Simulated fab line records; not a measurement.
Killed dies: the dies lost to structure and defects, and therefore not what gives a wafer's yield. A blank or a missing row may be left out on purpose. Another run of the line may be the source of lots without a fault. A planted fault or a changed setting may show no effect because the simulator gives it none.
The tool behind it: which one? -- flow sky130 -- 72 wafers from 24 lots sampled at 5 of the route's 708 steps

== WHAT THE GAUGES SHOWED, per wafer ==
SKY_NWELL_TW_MEAS_15.
lot,measured,on,NWELL_TW
L074,day 4 20:25,film metro-03,1817 1837 1848
L075,day 4 21:05,film metro-02,1813 1806 1802
L076,day 5 06:55,film metro-02,1792 1794 1796
L077,day 5 12:28,film metro-02,1798 1798 1798
L078,day 5 16:53,film metro-04,1833 1831 1838
L079,day 5 22:28,film metro-04,1828 1831 1824
L080,day 6 02:53,film metro-02,1793 1794 1804
L081,day 6 08:09,film metro-04,1820 1823 1826
L082,day 6 14:01,film metro-02,1794 1812 1796
L083,day 6 18:43,film metro-03,1824 1821 1826
L084,day 7 00:07,film metro-03,1832 1817 1828
L085,day 7 11:07,film metro-03,1821 1836 1826
L086,day 7 12:48,film metro-04,1830 1828 1830
L087,day 7 17:52,film metro-02,1798 1797 1801
L088,day 8 01:13,film metro-04,1832 1828 1839
L089,day 8 07:04,film metro-04,1828 1845 1832
L090,day 8 14:01,film metro-04,1841 1842 1837
L091,day 8 21:33,film metro-02,1790 1798 1793
L092,day 9 04:04,film metro-02,1795 1794 1784
L093,day 9 05:47,film metro-02,1823 1810 1820
L094,day 9 13:10,film metro-03,1827 1824 1828
L095,day 9 19:00,film metro-04,1823 1821 1813
L096,day 10 03:39,film metro-03,1821 1827 1825
L097,day 10 11:43,film metro-03,1814 1821 1818

SKY_VT_ADJUST_HVTP_TW_MEAS_11.
lot,measured,on,VT_ADJUST_HVTP_TW
L074,day 6 08:53,film metro-03,1365 1353 1363
L075,day 6 10:55,film metro-03,1357 1353 1354
L076,day 6 20:32,film metro-01,1352 1348 1339
L077,day 7 02:59,film metro-03,1357 1363 1360
L078,day 7 07:43,film metro-04,1351 1354 1359
L079,day 7 14:17,film metro-04,1357 1357 1346
L080,day 7 18:58,film metro-04,1353 1353 1358
L081,day 8 01:01,film metro-01,1344 1340 1345
L082,day 8 07:34,film metro-04,1366 1362 1364
L083,day 8 13:37,film metro-01,1340 1337 1334
L084,day 8 19:17,film metro-04,1360 1362 1362
L085,day 9 06:22,film metro-04,1342 1350 1351
L086,day 9 08:22,film metro-04,1354 1353 1350
L087,day 9 13:39,film metro-04,1350 1350 1355
L088,day 9 23:05,film metro-03,1339 1345 1359
L089,day 10 04:47,film metro-03,1348 1349 1353
L090,day 10 11:49,film metro-04,1360 1359 1363
L091,day 10 21:20,film metro-01,1348 1347 1343
L092,day 11 03:56,film metro-01,1347 1340 1346
L093,day 11 05:32,film metro-04,1360 1360 1355
L094,day 11 13:34,film metro-01,1341 1341 1343
L095,day 11 19:52,film metro-01,1342 1338 1348
L096,day 12 05:26,film metro-04,1355 1352 1348
L097,day 12 14:53,film metro-01,1351 1356 1355

SKY_VT_ADJUST_NCORE_OVL_MEAS_08.
lot,measured,on,VT_ADJUST_NCORE_OVL (nm)
L074,day 8 22:44,overlay-01,0.2 -0.4 0.5
L075,day 9 03:14,overlay-01,1.5 2.7 1.9
L076,day 9 12:50,overlay-02,-0.4 -2.0 0.6
L077,day 9 19:29,overlay-01,-0.6 -0.4 -1.0
L078,day 10 02:16,overlay-01,2.1 1.1 2.4
L079,day 10 09:38,overlay-02,-0.8 -0.9 -2.8
L080,day 10 14:37,overlay-01,0.1 0.6 -1.8
L081,day 10 21:38,overlay-01,-0.5 0.8 -1.3
L082,day 11 04:56,overlay-02,-0.7 -0.4 -0.4
L083,day 11 12:50,overlay-02,-3.1 -1.7 -3.5
L084,day 11 18:38,overlay-01,0.4 0.4 -1.3
L085,day 12 07:02,overlay-01,-1.5 0.6 -1.0
L086,day 12 08:50,overlay-02,-0.2 -2.0 -1.4
L087,day 12 14:53,overlay-02,-0.3 -0.9 0.3
L088,day 13 03:09,overlay-02,-1.6 0.3 -1.1
L089,day 13 08:29,overlay-01,-0.1 1.0 -0.7
L090,day 13 17:32,overlay-01,-2.8 1.1 1.5
L091,day 14 03:05,overlay-01,-2.6 -0.2 0.3
L092,day 14 11:56,overlay-01,-2.8 -1.2 -2.7
L093,day 14 14:27,overlay-01,-1.6 -1.7 -1.8
L094,day 14 23:08,overlay-01,-0.6 -1.3 -2.5
L095,day 15 05:44,overlay-02,-3.6 -2.3 -4.0
L096,day 15 16:20,overlay-02,-2.1 0.2 -0.9
L097,day 16 01:02,overlay-02,-0.3 0.4 -1.6

SKY_VT_ADJUST_HVTR_TW_MEAS_11.
lot,measured,on,VT_ADJUST_HVTR_TW
L074,day 9 22:02,film metro-02,208.5 209.0 208.0
L075,day 10 02:41,film metro-04,212.6 211.6 211.1
L076,day 10 12:22,film metro-03,210.7 209.8 208.5
L077,day 10 19:47,film metro-02,207.8 208.1 208.6
L078,day 11 02:38,film metro-03,209.9 211.6 210.4
L079,day 11 10:11,film metro-03,210.0 210.4 210.0
L080,day 11 15:24,film metro-03,210.7 210.5 210.1
L081,day 11 23:20,film metro-04,210.9 210.2 210.3
L082,day 12 06:45,film metro-03,209.2 209.6 209.4
L083,day 12 14:53,film metro-02,209.1 207.9 206.9
L084,day 12 20:38,film metro-02,209.0 208.7 208.1
L085,day 13 10:08,film metro-02,205.0 206.3 205.5
L086,day 13 11:28,film metro-04,212.3 211.0 212.7
L087,day 13 18:00,film metro-04,213.1 212.0 212.1
L088,day 14 07:02,film metro-03,209.0 210.2 208.9
L089,day 14 13:32,film metro-04,210.9 210.8 212.5
L090,day 14 21:55,film metro-04,211.7 211.4 211.1
L091,day 15 06:58,film metro-02,208.6 208.5 207.7
L092,day 15 16:37,film metro-03,210.4 211.3 211.0
L093,day 15 19:14,film metro-03,210.7 211.3 210.8
L094,day 16 03:23,film metro-02,207.0 207.4 207.0
L095,day 16 09:20,film metro-03,210.2 211.3 210.9
L096,day 16 20:52,film metro-03,210.1 210.5 211.3
L097,day 17 05:27,film metro-04,210.2 209.4 211.3

SKY_SONOS_ONO_THK_MEAS_03.
lot,measured,on,SONOS_ONO_CVD_02_THK (nm)
L074,day 12 03:34,film metro-04,10.40 10.40 10.50
L075,day 12 07:52,film metro-01,10.42 10.49 10.61
L076,day 12 18:10,film metro-01,10.53 10.41 10.51
L077,day 13 03:28,film metro-01,10.12 10.30 10.31
L078,day 13 10:44,film metro-01,10.51 10.45 10.32
L079,day 13 19:05,film metro-01,10.35 10.41 10.40
L080,day 13 23:19,film metro-04,10.58 10.42 10.56
L081,day 14 10:17,film metro-01,10.57 10.45 10.51
L082,day 14 19:32,film metro-01,10.46 10.40 10.52
L083,day 15 02:38,film metro-01,10.28 10.25 10.42
L084,day 15 07:29,film metro-01,10.65 10.65 10.70
L085,day 15 22:29,film metro-02,10.62 10.61 10.70
L086,day 15 22:29,film metro-01,10.90 10.94 10.78
L087,day 16 07:22,film metro-01,10.50 10.57 10.48
L088,day 16 18:20,film metro-02,10.60 10.47 10.54
L089,day 17 02:05,film metro-02,10.98 10.85 10.83
L090,day 17 09:56,film metro-01,10.62 10.66 10.80
L091,day 17 21:21,film metro-01,10.79 10.93 10.73
L092,day 18 06:33,film metro-04,10.70 10.63 10.64
L093,day 18 08:47,film metro-01,10.48 10.46 10.38
L094,day 18 17:16,film metro-02,10.49 10.59 10.42
L095,day 19 00:01,film metro-04,10.59 10.74 10.65
L096,day 19 12:43,film metro-02,10.56 10.55 10.65
L097,day 19 22:04,film metro-01,10.53 10.55 10.53

== WHAT TOOL EACH LOT RAN ON (gives the tool, then ch and the chambers of the sampled wafers, and finally the start) ==
The record shows no process step preceding these readings.

== WHAT THE TOOLS THEMSELVES READ (means of the sampled wafers that have a number; where no wafer has one, the mark that the record gives instead) ==
The record holds no such reading with a usual standard deviation.

== THE ANSWER, worked out from the rows above alone ==
Rule: usual is defined by the lots themselves. The widest of any qualifying gaps counts: lots, ordered by their means at a reading, are off when they make up no more than a third of the lots, leave a main group of 4 or more, and stand apart from it by 3 or more times the standard deviation of that group's means. Not used: any main group whose means are identical at the precision the tables above print for the reading. Also off: a lot with no number at a reading for which 4 or more lots have one. The other lots that the step has rows for count as sound. After the gauges, taken in route order, come the tools' own readings; for these a lot's mean is taken, as printed above. At the first step where some lot is off, the reading lying furthest off is the one used; lots without a number count as furthest.
None of the lots is off at any reading shown; this tells nothing.

== WHAT THE SIMULATOR HAD PUT IN ==
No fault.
